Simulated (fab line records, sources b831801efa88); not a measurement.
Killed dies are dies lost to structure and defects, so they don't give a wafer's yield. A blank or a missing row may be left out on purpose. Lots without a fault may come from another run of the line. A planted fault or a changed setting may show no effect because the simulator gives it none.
A sampling plan put to the test | flow gf180mcu | one fab line, 44 faults that these records tell of, each judged on the records of the lots that it struck; 1 more is left out, because the records don't allow judging it
The plan is the line's own looks: the steps of the route at which a gauge or an inspection reads the wafer and doesn't change it. A look can be judged if struck wafers have a number there and the file gives its usual mean and standard deviation on fault-free wafers. Caught: at a look after the fault's first step, the mean of the struck wafers lies 4 or more of those standard deviations (sigma) from the usual mean. On the tool: the same test on the tool's own readings at the fault's steps. Another recipe on the struck wafers, or a record that is blank for them alone, also counts as caught.

THE FAULTS, as the simulator had put them in
1. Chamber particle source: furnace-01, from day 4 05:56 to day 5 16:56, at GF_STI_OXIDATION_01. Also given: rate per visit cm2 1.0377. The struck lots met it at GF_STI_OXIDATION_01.
2. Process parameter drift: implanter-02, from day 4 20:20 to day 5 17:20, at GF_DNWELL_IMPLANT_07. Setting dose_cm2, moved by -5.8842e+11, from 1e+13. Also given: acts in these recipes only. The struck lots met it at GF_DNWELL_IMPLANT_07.
3. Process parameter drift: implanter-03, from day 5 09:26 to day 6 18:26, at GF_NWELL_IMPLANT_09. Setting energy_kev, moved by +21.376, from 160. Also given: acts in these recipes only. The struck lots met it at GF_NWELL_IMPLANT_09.
4. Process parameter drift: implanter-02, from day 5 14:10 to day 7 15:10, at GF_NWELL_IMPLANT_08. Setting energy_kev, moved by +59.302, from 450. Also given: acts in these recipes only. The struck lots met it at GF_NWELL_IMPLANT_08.
5. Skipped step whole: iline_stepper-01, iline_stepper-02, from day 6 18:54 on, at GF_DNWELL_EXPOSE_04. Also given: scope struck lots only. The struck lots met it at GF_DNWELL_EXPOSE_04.
6. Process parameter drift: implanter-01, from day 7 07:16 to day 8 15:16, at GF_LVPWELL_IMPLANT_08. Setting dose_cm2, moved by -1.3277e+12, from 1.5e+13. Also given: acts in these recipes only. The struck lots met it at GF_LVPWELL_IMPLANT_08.
7. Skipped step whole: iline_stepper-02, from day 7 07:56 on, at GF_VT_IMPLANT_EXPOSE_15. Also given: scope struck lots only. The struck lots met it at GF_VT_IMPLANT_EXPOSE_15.
8. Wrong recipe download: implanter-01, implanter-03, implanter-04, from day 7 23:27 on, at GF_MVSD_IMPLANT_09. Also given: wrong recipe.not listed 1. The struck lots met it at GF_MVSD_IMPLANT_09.
9. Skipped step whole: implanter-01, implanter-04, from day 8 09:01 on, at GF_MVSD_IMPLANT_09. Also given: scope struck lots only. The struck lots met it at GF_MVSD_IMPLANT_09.
10. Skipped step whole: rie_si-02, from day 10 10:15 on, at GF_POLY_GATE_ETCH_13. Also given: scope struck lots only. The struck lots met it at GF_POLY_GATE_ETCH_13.
11. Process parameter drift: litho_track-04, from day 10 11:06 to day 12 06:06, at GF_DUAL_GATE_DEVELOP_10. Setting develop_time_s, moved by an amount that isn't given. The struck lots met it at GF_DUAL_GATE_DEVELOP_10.
12. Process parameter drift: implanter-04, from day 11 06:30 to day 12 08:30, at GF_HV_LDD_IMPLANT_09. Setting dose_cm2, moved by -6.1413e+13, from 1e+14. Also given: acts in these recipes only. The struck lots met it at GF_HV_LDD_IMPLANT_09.
13. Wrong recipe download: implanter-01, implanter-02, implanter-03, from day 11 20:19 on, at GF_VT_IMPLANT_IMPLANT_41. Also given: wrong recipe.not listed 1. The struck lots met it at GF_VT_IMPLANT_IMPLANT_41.
14. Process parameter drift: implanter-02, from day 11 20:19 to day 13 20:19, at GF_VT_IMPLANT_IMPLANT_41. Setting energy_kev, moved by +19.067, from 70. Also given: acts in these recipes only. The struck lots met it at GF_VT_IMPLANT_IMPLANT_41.
15. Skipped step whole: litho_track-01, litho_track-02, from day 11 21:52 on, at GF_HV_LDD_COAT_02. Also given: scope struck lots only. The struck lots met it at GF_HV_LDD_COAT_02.
16. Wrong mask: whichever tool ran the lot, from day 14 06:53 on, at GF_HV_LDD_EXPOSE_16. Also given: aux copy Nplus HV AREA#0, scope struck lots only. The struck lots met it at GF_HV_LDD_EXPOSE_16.
17. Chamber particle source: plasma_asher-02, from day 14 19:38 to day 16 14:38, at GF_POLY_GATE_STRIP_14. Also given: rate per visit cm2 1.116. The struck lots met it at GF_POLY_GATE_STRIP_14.
18. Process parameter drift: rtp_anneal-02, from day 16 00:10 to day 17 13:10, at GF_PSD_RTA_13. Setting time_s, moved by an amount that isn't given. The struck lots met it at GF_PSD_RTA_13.
19. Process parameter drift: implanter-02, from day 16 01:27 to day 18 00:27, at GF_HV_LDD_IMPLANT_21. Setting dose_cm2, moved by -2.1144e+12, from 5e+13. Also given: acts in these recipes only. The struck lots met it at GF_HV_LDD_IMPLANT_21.
20. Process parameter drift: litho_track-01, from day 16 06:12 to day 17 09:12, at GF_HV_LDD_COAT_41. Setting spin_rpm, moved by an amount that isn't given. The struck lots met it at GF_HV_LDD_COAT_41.
21. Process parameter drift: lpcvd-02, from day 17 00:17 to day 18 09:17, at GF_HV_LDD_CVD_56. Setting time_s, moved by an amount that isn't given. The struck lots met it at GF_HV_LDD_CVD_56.
22. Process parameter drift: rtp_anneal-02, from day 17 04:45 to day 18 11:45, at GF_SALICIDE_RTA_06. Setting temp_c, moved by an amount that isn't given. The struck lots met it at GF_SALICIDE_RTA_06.
23. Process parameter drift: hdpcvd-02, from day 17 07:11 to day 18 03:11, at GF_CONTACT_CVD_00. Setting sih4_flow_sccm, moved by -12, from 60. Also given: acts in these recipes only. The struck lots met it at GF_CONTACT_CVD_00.
24. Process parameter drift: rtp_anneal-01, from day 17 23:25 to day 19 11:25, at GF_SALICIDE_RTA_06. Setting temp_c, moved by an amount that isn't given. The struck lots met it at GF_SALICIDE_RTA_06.
25. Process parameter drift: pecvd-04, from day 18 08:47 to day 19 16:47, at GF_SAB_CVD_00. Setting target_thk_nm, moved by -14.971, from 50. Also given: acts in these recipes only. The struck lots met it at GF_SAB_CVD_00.
26. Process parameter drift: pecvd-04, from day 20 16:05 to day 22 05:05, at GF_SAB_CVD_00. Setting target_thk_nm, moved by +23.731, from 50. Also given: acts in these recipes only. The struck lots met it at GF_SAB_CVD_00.
27. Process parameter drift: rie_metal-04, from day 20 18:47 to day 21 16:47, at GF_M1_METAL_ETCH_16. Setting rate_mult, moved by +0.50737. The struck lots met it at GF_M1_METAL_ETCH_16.
28. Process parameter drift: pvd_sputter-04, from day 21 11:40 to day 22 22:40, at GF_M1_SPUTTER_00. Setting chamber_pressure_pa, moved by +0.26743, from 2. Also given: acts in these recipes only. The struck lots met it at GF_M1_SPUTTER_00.
29. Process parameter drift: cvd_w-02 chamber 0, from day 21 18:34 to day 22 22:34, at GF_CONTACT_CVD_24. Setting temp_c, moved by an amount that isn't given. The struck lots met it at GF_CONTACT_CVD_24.
30. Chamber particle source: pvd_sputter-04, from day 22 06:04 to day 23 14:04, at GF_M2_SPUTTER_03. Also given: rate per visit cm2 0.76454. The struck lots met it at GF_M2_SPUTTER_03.
31. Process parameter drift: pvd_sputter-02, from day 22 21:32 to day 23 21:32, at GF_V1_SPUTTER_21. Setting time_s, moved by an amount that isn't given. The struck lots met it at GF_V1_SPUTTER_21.
32. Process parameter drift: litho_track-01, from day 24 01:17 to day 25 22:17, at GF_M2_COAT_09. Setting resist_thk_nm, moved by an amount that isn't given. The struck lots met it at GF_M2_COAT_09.
33. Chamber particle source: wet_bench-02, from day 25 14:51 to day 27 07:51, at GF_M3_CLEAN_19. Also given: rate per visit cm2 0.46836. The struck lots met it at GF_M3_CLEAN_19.
34. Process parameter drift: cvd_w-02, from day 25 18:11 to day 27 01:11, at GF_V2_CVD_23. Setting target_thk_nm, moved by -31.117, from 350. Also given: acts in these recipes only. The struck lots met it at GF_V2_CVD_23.
35. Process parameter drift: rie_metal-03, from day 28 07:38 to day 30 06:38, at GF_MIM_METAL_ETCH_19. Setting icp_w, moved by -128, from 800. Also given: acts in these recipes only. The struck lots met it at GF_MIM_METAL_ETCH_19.
36. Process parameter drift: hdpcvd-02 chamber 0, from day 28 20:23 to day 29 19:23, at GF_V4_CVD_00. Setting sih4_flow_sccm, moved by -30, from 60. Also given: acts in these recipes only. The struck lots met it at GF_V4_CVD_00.
37. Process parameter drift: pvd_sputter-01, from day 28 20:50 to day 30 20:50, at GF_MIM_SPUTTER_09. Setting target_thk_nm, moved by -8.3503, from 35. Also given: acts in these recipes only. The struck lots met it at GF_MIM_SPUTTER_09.
38. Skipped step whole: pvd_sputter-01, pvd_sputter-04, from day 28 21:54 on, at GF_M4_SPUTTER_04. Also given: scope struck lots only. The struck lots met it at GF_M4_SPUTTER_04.
39. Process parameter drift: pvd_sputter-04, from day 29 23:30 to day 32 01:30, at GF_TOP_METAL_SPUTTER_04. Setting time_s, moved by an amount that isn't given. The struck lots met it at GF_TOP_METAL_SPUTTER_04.
40. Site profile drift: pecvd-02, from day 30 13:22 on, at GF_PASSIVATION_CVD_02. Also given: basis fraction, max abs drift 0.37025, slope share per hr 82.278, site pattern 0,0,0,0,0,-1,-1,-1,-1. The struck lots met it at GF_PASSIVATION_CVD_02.
41. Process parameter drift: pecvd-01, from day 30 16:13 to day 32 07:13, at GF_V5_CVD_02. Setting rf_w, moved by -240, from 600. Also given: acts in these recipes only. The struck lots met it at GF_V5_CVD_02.
42. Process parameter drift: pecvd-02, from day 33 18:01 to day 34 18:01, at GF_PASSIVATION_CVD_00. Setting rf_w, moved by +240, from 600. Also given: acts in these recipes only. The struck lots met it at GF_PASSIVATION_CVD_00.
43. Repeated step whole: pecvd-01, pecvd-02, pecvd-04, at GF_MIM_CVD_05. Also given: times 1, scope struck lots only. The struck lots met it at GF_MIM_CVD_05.
44. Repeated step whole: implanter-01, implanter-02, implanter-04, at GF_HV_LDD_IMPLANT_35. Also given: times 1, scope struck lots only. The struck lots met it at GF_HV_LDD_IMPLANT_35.

WHAT THE PLAN SAW
fault | on the tool itself                               | first look that catches it                      | reading, sigma                                      | median hours from its first step to that look | hours from the fault's start to the first struck lot there | judged looks passed uncaught
1     | under 2 sigma                                    | not the one look that can be judged after it    | -                                                   | -                                             | -                                                          | 1
2     | dose_ions_cm2 -49 sigma                          | no look after it can be judged                  | -                                                   | -                                             | -                                                          | 0
3     | beam_energy_keV +99 or beyond sigma              | no look after it can be judged                  | -                                                   | -                                             | -                                                          | 0
4     | beam_energy_keV +99 or beyond sigma              | GF_VT_IMPLANT_RS_MEAS_47                        | NWELL_RS -7.7                                       | 115.9                                         | 123                                                        | 0
5     | no reading that can be judged                    | GF_DNWELL_TW_MEAS_09                            | DNWELL_TW -87                                       | 8.0                                           | 9                                                          | 0
6     | dose_ions_cm2 -83 sigma                          | GF_VT_IMPLANT_RS_MEAS_48                        | LVPWELL_RS +20                                      | 107.8                                         | 107                                                        | 2
7     | no reading that can be judged                    | no look after it can be judged                  | -                                                   | -                                             | -                                                          | 0
8     | no reading that can be judged                    | GF_MVSD_TW_MEAS_11                              | MVSD_TW +7.3                                        | 0.2                                           | 3                                                          | 0
9     | the tool's record is blank for the struck wafers | GF_MVSD_TW_MEAS_11                              | MVSD_TW -6.2                                        | 0.2                                           | 3                                                          | 0
10    | the tool's record is blank for the struck wafers | no look after it can be judged                  | -                                                   | -                                             | -                                                          | 0
11    | under 2 sigma                                    | no look after it can be judged                  | -                                                   | -                                             | -                                                          | 0
12    | dose_ions_cm2 -99 or beyond sigma                | GF_HV_LDD_TW_MEAS_11                            | HV_LDD_TW -25                                       | 0.2                                           | 3                                                          | 0
13    | no reading that can be judged                    | GF_VT_IMPLANT_TW_MEAS_43                        | VT_IMPLANT_4_TW -47                                 | 0.2                                           | 3                                                          | 0
14    | beam_energy_keV +99 or beyond sigma              | GF_VT_IMPLANT_TW_MEAS_43                        | VT_IMPLANT_4_TW +13                                 | 0.2                                           | 3                                                          | 0
15    | the tool's record is blank for the struck wafers | GF_HV_LDD_TW_MEAS_23                            | HV_LDD_2_TW +99 or beyond                           | 30.9                                          | 38                                                         | 0
16    | no reading that can be judged                    | GF_HV_LDD_TW_MEAS_23                            | HV_LDD_2_TW -99 or beyond                           | 10.9                                          | 16                                                         | 0
17    | under 2 sigma                                    | none of the 2 looks that can be judged after it | -                                                   | -                                             | -                                                          | 2
18    | run_length_s +36 sigma                           | GF_PSD_RS_MEAS_14                               | NSD_RS -43                                          | 0.1                                           | 4                                                          | 0
19    | dose_ions_cm2 -41 sigma                          | no look after it can be judged                  | -                                                   | -                                             | -                                                          | 0
20    | spin_speed_rpm +80 sigma                         | no look after it can be judged                  | -                                                   | -                                             | -                                                          | 0
21    | no reading that can be judged                    | GF_HV_LDD_THK_MEAS_57                           | HV_LDD_CVD_56_THK +6.7                              | 1.4                                           | 5                                                          | 0
22    | wafer_temp_C_max -49 sigma                       | no look after it can be judged                  | -                                                   | -                                             | -                                                          | 0
23    | sih4_flow_sccm -69 sigma                         | GF_CONTACT_THK_MEAS_01                          | CONTACT_CVD_00_THK -20                              | 0.1                                           | 3                                                          | 0
24    | wafer_temp_C_max -60 sigma                       | no look after it can be judged                  | -                                                   | -                                             | -                                                          | 0
25    | under 2 sigma                                    | GF_SAB_THK_MEAS_01                              | SAB_CVD_00_THK -20                                  | 0.0                                           | 2                                                          | 0
26    | under 2 sigma                                    | GF_SAB_THK_MEAS_01                              | SAB_CVD_00_THK +31                                  | 0.0                                           | 10                                                         | 0
27    | under 2 sigma                                    | none of the 2 looks that can be judged after it | -                                                   | -                                             | -                                                          | 2
28    | chamber_pressure_pa +67 sigma                    | no look after it can be judged                  | -                                                   | -                                             | -                                                          | 0
29    | susceptor_temp_C -39 sigma                       | GF_CONTACT_RS_MEAS_25                           | CONTACT_W_RS +15                                    | 0.1                                           | 4                                                          | 0
30    | under 2 sigma                                    | not the one look that can be judged after it    | -                                                   | -                                             | -                                                          | 1
31    | under 2 sigma                                    | no look after it can be judged                  | -                                                   | -                                             | -                                                          | 0
32    | no reading that can be judged                    | none of the 2 looks that can be judged after it | -                                                   | -                                             | -                                                          | 2
33    | no reading that can be judged                    | no look after it can be judged                  | -                                                   | -                                             | -                                                          | 0
34    | under 2 sigma                                    | GF_V2_RS_MEAS_24                                | V2_W_RS +11                                         | 0.1                                           | 4                                                          | 0
35    | rf_fwd_power_W -31 sigma                         | no look after it can be judged                  | -                                                   | -                                             | -                                                          | 0
36    | sih4_flow_sccm -99 or beyond sigma               | GF_V4_THK_MEAS_01                               | V4_CVD_00_THK -40                                   | 0.1                                           | 5                                                          | 0
37    | under 2 sigma                                    | none of the 4 looks that can be judged after it | strongest: MIM_ALCU_THK at GF_MIM_THK_MEAS_11, +2.0 | -                                             | -                                                          | 4
38    | the tool's record is blank for the struck wafers | GF_M4_THK_MEAS_06                               | M4_ALCU_THK +8.4                                    | 0.2                                           | 2                                                          | 0
39    | under 2 sigma                                    | none of the 4 looks that can be judged after it | -                                                   | -                                             | -                                                          | 4
40    | under 2 sigma                                    | GF_PASSIVATION_THK_MEAS_03                      | PASSIVATION_CVD_02_THK -13                          | 0.3                                           | 6                                                          | 0
41    | rf_fwd_power_W -99 or beyond sigma               | GF_V5_THK_MEAS_03                               | V5_CVD_02_THK -12                                   | 0.1                                           | 3                                                          | 0
42    | rf_fwd_power_W +99 or beyond sigma               | GF_PASSIVATION_THK_MEAS_01                      | PASSIVATION_CVD_00_THK +8.6                         | 0.1                                           | 3                                                          | 0
43    | under 2 sigma                                    | GF_MIM_THK_MEAS_06                              | MIM_CVD_05_THK +65                                  | 0.2                                           | -                                                          | 0
44    | no reading that can be judged                    | GF_HV_LDD_TW_MEAS_38                            | HV_LDD_3_TW +8.8                                    | 0.7                                           | -                                                          | 0
A dash: the fault isn't caught, or these records don't give the number.

Caught at a look: 24 of 44. Caught on the tool: 22 of 44. By one or the other: 33 of 44.
Caught on the tool alone: faults 2, 3, 10, 19, 20, 22, 24, 28, 35.
Caught at a look alone: faults 5, 8, 13, 16, 21, 25, 26, 34, 40, 43, 44.
Caught by neither: faults 1, 7, 11, 17, 27, 30, 31, 32, 33, 37, 39.

THINNER SAMPLING
If the look that catches a fault measured only every second or every third lot, by lot number, the first struck lot would be measured this late in the worst case:
fault | struck lots at that look, in order of time | every lot | every second lot | every third lot
4     | L380, L381                                 | 123 h     | 127 h            | may miss all 2
5     | L743, L744, L745                           | 9 h       | 15 h             | 20 h
6     | L181, L186                                 | 107 h     | 140 h            | may miss all 2
8     | L436, L437, L438, L439                     | 3 h       | 7 h              | 13 h
9     | L758, L759                                 | 3 h       | 9 h              | may miss all 2
12    | L882, L883, L884                           | 3 h       | 11 h             | 14 h
13    | L274, L275, L276, L277                     | 3 h       | 9 h              | 17 h
14    | L361, L365                                 | 3 h       | may miss all 2   | may miss all 2
15    | L897, L898, L899                           | 38 h      | 44 h             | 46 h
16    | L377                                       | 16 h      | may miss it      | may miss it
18    | L590, L592                                 | 4 h       | may miss all 2   | may miss all 2
21    | L406, L407, L408                           | 5 h       | 11 h             | 19 h
23    | L698, L699                                 | 3 h       | 8 h              | may miss all 2
25    | L746, L749                                 | 2 h       | 27 h             | may miss all 2
26    | L662, L665                                 | 10 h      | 29 h             | may miss all 2
29    | L824, L826                                 | 4 h       | may miss all 2   | may miss all 2
34    | L976, L979                                 | 4 h       | 30 h             | may miss all 2
36    | L232, L233                                 | 5 h       | 8 h              | may miss all 2
38    | L361, L362                                 | 2 h       | 8 h              | may miss all 2
40    | L514, L515                                 | 6 h       | 12 h             | may miss all 2
41    | L362, L365                                 | 3 h       | 20 h             | may miss all 2
42    | L882, L884                                 | 3 h       | may miss all 2   | may miss all 2
Hours are from the fault's start to the first struck lot that is measured. The limit of 4 sigma was tested on all struck wafers together, so one lot alone may lie under it. Other struck lots may not be in these records.

THE LONGEST TIMED WAY FROM STEP TO LOOK
Fault 4: a median of 115.9 hours passes between GF_NWELL_IMPLANT_08 and GF_VT_IMPLANT_RS_MEAS_47. No look between them can be judged.
